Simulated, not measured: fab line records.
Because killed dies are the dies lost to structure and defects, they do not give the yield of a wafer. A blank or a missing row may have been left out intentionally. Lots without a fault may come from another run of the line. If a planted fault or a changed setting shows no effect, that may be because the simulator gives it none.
Which of the tools did it? | flow sky130 | 72 wafers from 24 lots sampled at 6 of the route's 708 steps

WHAT THE GAUGES READ, wafer by wafer
SKY_SD_P_CD_MEAS_07 targets a cd of 380 nm.
lot  | measured     | on       | cdNm (nm)
L074 | day 26 03:31 | cdSem-02 | 380.0 384.8 382.5
L075 | day 26 04:27 | cdSem-02 | 378.6 376.6 377.5
L076 | day 26 11:47 | cdSem-02 | 379.7 380.6 379.4
L078 | day 27 07:58 | cdSem-02 | 380.2 380.3 381.9
L077 | day 27 08:17 | cdSem-02 | 380.1 378.3 379.2
L080 | day 27 18:46 | cdSem-01 | 378.6 377.6 377.9
L079 | day 27 20:56 | cdSem-01 | 372.4 376.2 372.8
L081 | day 28 04:40 | cdSem-01 | 383.2 381.5 383.8
L082 | day 28 06:46 | cdSem-02 | 378.0 377.5 377.2
L083 | day 28 18:13 | cdSem-02 | 379.4 377.7 377.3
L084 | day 29 00:20 | cdSem-01 | 378.2 382.0 379.7
L085 | day 29 09:28 | cdSem-02 | 376.9 376.9 375.5
L087 | day 29 17:36 | cdSem-01 | 375.8 372.3 375.8
L086 | day 29 18:58 | cdSem-01 | 383.3 382.7 383.6
L088 | day 29 21:33 | cdSem-01 | 377.4 380.2 377.8
L089 | day 30 02:42 | cdSem-02 | 381.3 383.6 380.6
L090 | day 30 15:48 | cdSem-02 | 381.1 379.4 381.0
L091 | day 31 14:34 | cdSem-02 | 380.2 376.9 379.1
L092 | day 31 16:40 | cdSem-01 | 381.0 381.8 381.3
L093 | day 32 01:47 | cdSem-02 | 382.2 381.4 385.2
L094 | day 32 02:57 | cdSem-02 | 378.1 378.1 379.5
L095 | day 32 17:42 | cdSem-02 | 384.3 378.6 378.2
L096 | day 32 20:59 | cdSem-01 | 378.3 378.7 380.0
L097 | day 32 21:34 | cdSem-02 | 382.3 381.3 383.0

SKY_VIA1_BOW_MEAS_03.
lot  | measured     | on           | VIA1_BOW (um)
L074 | day 33 11:19 | filmMetro-02 | 80 85 68
L075 | day 33 11:45 | filmMetro-03 | 92 94 98
L076 | day 33 15:31 | filmMetro-02 | 89 89 86
L078 | day 34 13:05 | filmMetro-03 | 84 76 79
L077 | day 34 14:32 | filmMetro-02 | 77 73 77
L080 | day 34 21:56 | filmMetro-02 | 85 79 69
L079 | day 34 23:36 | filmMetro-03 | 84 97 77
L081 | day 35 07:25 | filmMetro-03 | 81 80 85
L082 | day 35 08:32 | filmMetro-02 | 73 82 87
L083 | day 35 21:29 | filmMetro-02 | 72 78 80
L084 | day 36 00:57 | filmMetro-02 | 78 91 79
L085 | day 36 10:02 | filmMetro-01 | 81 87 75
L087 | day 36 17:19 | filmMetro-03 | 96 92 95
L086 | day 36 18:50 | filmMetro-02 | 72 79 73
L088 | day 36 20:48 | filmMetro-03 | 86 86 78
L089 | day 37 02:52 | filmMetro-03 | 86 89 102
L090 | day 37 14:09 | filmMetro-02 | 80 90 81
L091 | day 38 12:21 | filmMetro-03 | 75 88 86
L092 | day 38 13:16 | filmMetro-02 | 89 72 87
L093 | day 38 21:53 | filmMetro-03 | 78 80 90
L094 | day 38 23:08 | filmMetro-03 | 81 93 79
L095 | day 39 13:56 | filmMetro-01 | 81 95 84
L096 | day 39 16:23 | filmMetro-02 | 79 75 70
L097 | day 39 17:34 | filmMetro-03 | 96 73 83

SKY_METAL3_CD_MEAS_13 targets a cd of 300 nm.
lot  | measured     | on       | cdNm (nm)
L074 | day 39 02:52 | cdSem-01 | 301.2 302.4 302.2
L075 | day 39 03:48 | cdSem-02 | 300.4 300.3 300.3
L076 | day 39 04:31 | cdSem-02 | 304.0 302.5 303.2
L078 | day 40 01:30 | cdSem-01 | 300.1 300.5 299.4
L077 | day 40 02:54 | cdSem-02 | 300.6 300.6 301.2
L080 | day 40 10:26 | cdSem-02 | 302.1 302.1 303.2
L079 | day 40 11:27 | cdSem-02 | 299.0 300.1 298.5
L081 | day 40 17:22 | cdSem-01 | 299.4 299.6 299.9
L082 | day 40 20:36 | cdSem-02 | 299.8 300.3 301.6
L083 | day 41 07:17 | cdSem-02 | 301.5 302.2 301.3
L084 | day 41 11:04 | cdSem-01 | 301.2 301.0 300.4
L085 | day 41 19:15 | cdSem-01 | 301.4 300.7 302.6
L087 | day 42 02:16 | cdSem-01 | 297.1 297.3 297.9
L086 | day 42 04:41 | cdSem-01 | 301.5 302.0 300.9
L088 | day 42 05:23 | cdSem-01 | 299.4 298.2 300.2
L089 | day 42 10:51 | cdSem-01 | 300.9 302.2 302.2
L090 | day 42 21:44 | cdSem-02 | 301.9 301.3 302.5
L091 | day 43 17:27 | cdSem-01 | 297.9 297.8 297.4
L092 | day 43 19:09 | cdSem-02 | 297.8 298.4 297.8
L093 | day 44 02:07 | cdSem-01 | 300.9 301.4 300.2
L094 | day 44 02:47 | cdSem-01 | 301.5 301.9 300.2
L095 | day 44 15:29 | cdSem-02 | 300.1 300.5 300.4
L096 | day 44 20:55 | cdSem-02 | 300.5 299.6 300.0
L097 | day 44 21:15 | cdSem-01 | 300.4 300.1 300.8

SKY_VIA3_RS_MEAS_22: a four-point-probe measurement.
lot  | measured     | on           | VIA3_W_RS (ohm/sq)
L074 | day 40 05:55 | filmMetro-03 | 0.307 0.294 0.300
L075 | day 40 07:02 | filmMetro-02 | 0.290 0.290 0.302
L076 | day 40 07:41 | filmMetro-03 | 0.286 0.296 0.284
L078 | day 41 03:50 | filmMetro-01 | 0.293 0.294 0.300
L077 | day 41 05:20 | filmMetro-01 | 0.289 0.293 0.288
L080 | day 41 13:01 | filmMetro-02 | 0.292 0.291 0.288
L079 | day 41 14:09 | filmMetro-02 | 0.305 0.307 0.296
L081 | day 41 22:58 | filmMetro-02 | 0.303 0.297 0.304
L082 | day 42 01:43 | filmMetro-01 | 0.287 0.287 0.289
L083 | day 42 08:48 | filmMetro-02 | 0.294 0.299 0.306
L084 | day 42 12:28 | filmMetro-03 | 0.295 0.306 0.303
L085 | day 42 21:29 | filmMetro-03 | 0.296 0.295 0.294
L087 | day 43 04:15 | filmMetro-03 | 0.299 0.291 0.299
L086 | day 43 06:24 | filmMetro-01 | 0.294 0.290 0.287
L088 | day 43 07:07 | filmMetro-02 | 0.300 0.300 0.304
L089 | day 43 12:05 | filmMetro-03 | 0.285 0.281 0.296
L090 | day 43 23:02 | filmMetro-01 | 0.297 0.290 0.290
L091 | day 44 18:39 | filmMetro-01 | 0.301 0.304 0.303
L092 | day 44 20:17 | filmMetro-03 | 0.294 0.286 0.294
L093 | day 45 02:29 | filmMetro-03 | 0.288 0.291 0.289
L094 | day 45 03:25 | filmMetro-01 | 0.292 0.296 0.284
L095 | day 45 15:22 | filmMetro-03 | 0.285 0.290 0.283
L096 | day 45 21:26 | filmMetro-01 | 0.296 0.287 0.296
L097 | day 45 21:38 | filmMetro-03 | 0.292 0.297 0.289

WHAT TOOL EACH LOT RAN ON (gives the tool, then ch and the chambers of the sampled wafers, and finally the start)
lot  | SKY_VIA2_CMP_02               | SKY_VIA3_CVD_21
L074 | cmp-01 ch 0,2, day 35 18:58   | cvdW-02 ch 0,1, day 40 05:46
L075 | cmp-02 ch 0,2,3, day 35 19:49 | cvdW-02 ch 0,1, day 40 06:54
L076 | cmp-02 ch 1,2,3, day 35 21:31 | cvdW-01 ch 0,1, day 40 07:33
L078 | cmp-02 ch 0,2,3, day 36 19:20 | cvdW-02 ch 0,1, day 41 03:43
L077 | cmp-01 ch 0,1,2, day 36 20:19 | cvdW-01 ch 0,1, day 41 05:11
L080 | cmp-02 ch 0,2, day 37 04:56   | cvdW-01 ch 0,1, day 41 12:53
L079 | cmp-01 ch 0,3, day 37 06:10   | cvdW-02 ch 0,1, day 41 14:01
L081 | cmp-01 ch 1,3, day 37 12:48   | cvdW-02 ch 0,1, day 41 22:49
L082 | cmp-01 ch 0,1,3, day 37 16:07 | cvdW-01 ch 0, day 42 01:34
L083 | cmp-01 ch 0,1,2, day 38 03:34 | cvdW-02 ch 0,1, day 42 08:40
L084 | cmp-02 ch 0,1, day 38 06:17   | cvdW-02 ch 0,1, day 42 12:20
L085 | cmp-01 ch 0,3, day 38 16:30   | cvdW-02 ch 0, day 42 21:21
L087 | cmp-01 ch 0,1,3, day 38 23:26 | cvdW-02 ch 0,1, day 43 04:08
L086 | cmp-02 ch 1,2,3, day 39 00:56 | cvdW-01 ch 0,1, day 43 06:16
L088 | cmp-02 ch 0,3, day 39 03:29   | cvdW-02 ch 0,1, day 43 06:59
L089 | cmp-01 ch 1,2,3, day 39 08:49 | cvdW-01 ch 0,1, day 43 11:58
L090 | cmp-02 ch 0,3, day 39 19:32   | cvdW-02 ch 0,1, day 43 22:55
L091 | cmp-01 ch 0,1,2, day 40 16:08 | cvdW-02 ch 1, day 44 18:31
L092 | cmp-01 ch 1,2,3, day 40 17:58 | cvdW-01 ch 0,1, day 44 20:10
L093 | cmp-02 ch 1,3, day 41 01:23   | cvdW-01 ch 0,1, day 45 02:22
L094 | cmp-02 ch 0,1,3, day 41 02:25 | cvdW-01 ch 0,1, day 45 03:17
L095 | cmp-01 ch 0,1,2, day 41 17:06 | cvdW-01 ch 0,1, day 45 15:14
L096 | cmp-02 ch 0,1,3, day 41 22:52 | cvdW-01 ch 0,1, day 45 21:17
L097 | cmp-01 ch 0,2,3, day 41 23:25 | cvdW-02 ch 0,1, day 45 21:31
- SKY_VIA2_CMP_02: polishes SiO2.
- SKY_VIA3_CVD_21: deposits W, target thk 390 nm, time 117.31 s.

AS READ BY THE TOOLS THEMSELVES (means over the sampled wafers that have a number; for cases with no such wafer, the mark the record gives instead)
SKY_VIA2_CMP_02.
lot  | tool   | motorCurrentA (A) | slurryFlowMlMin
L074 | cmp-01 | 13.9              | 150.7
L075 | cmp-02 | 11.7              | 150.2
L076 | cmp-02 | 11.2              | 149.8
L078 | cmp-02 | 11.5              | 150.0
L077 | cmp-01 | 12.7              | 150.3
L080 | cmp-02 | 11.9              | 150.3
L079 | cmp-01 | 13.2              | 150.1
L081 | cmp-01 | 11.3              | 150.0
L082 | cmp-01 | 12.4              | 150.4
L083 | cmp-01 | 12.8              | 149.8
L084 | cmp-02 | 11.7              | 150.0
L085 | cmp-01 | 13.4              | 150.2
L087 | cmp-01 | 12.8              | 149.9
L086 | cmp-02 | 11.3              | 149.9
L088 | cmp-02 | 12.0              | 149.7
L089 | cmp-01 | 11.5              | 150.1
L090 | cmp-02 | 11.2              | 150.3
L091 | cmp-01 | 12.9              | 150.3
L092 | cmp-01 | 11.9              | 150.3
L093 | cmp-02 | 11.0              | 150.2
L094 | cmp-02 | 11.5              | 149.8
L095 | cmp-01 | 12.4              | 150.0
L096 | cmp-02 | 11.3              | 149.5
L097 | cmp-01 | 13.1              | 150.0

SKY_VIA3_CVD_21.
lot  | tool    | heaterPowerW (W)
L074 | cvdW-02 | 854
L075 | cvdW-02 | 848
L076 | cvdW-01 | 800
L078 | cvdW-02 | 844
L077 | cvdW-01 | 822
L080 | cvdW-01 | 813
L079 | cvdW-02 | 856
L081 | cvdW-02 | 861
L082 | cvdW-01 | 775
L083 | cvdW-02 | 857
L084 | cvdW-02 | 864
L085 | cvdW-02 | 843
L087 | cvdW-02 | 861
L086 | cvdW-01 | 818
L088 | cvdW-02 | 842
L089 | cvdW-01 | 805
L090 | cvdW-02 | 864
L091 | cvdW-02 | 879
L092 | cvdW-01 | 812
L093 | cvdW-01 | 792
L094 | cvdW-01 | 796
L095 | cvdW-01 | 792
L096 | cvdW-01 | 813
L097 | cvdW-02 | 863

THE ANSWER, worked out from the rows above alone
Rule: what is usual is taken from the lots themselves. The widest of any qualifying gaps counts: lots, ordered by their means at a reading, are off when they make up no more than a third of the lots, leave a main group of 4 or more, and stand apart from it by 3 or more times the standard deviation of that group's means. A main group is skipped when, at the precision printed for the reading in the tables above, its means are all equal. A lot without any number at a reading at which 4 lots or more have one is off too. The other lots that the step has rows for count as sound. First the gauges in route order, then the tools' own readings, where a lot's mean is used as printed above. At the first step where some lot is off, the reading lying furthest off is the one used; lots without a number count as furthest.
No lot is off on any of the readings shown, so nothing can be concluded from this.

WHAT THE SIMULATOR PUT IN
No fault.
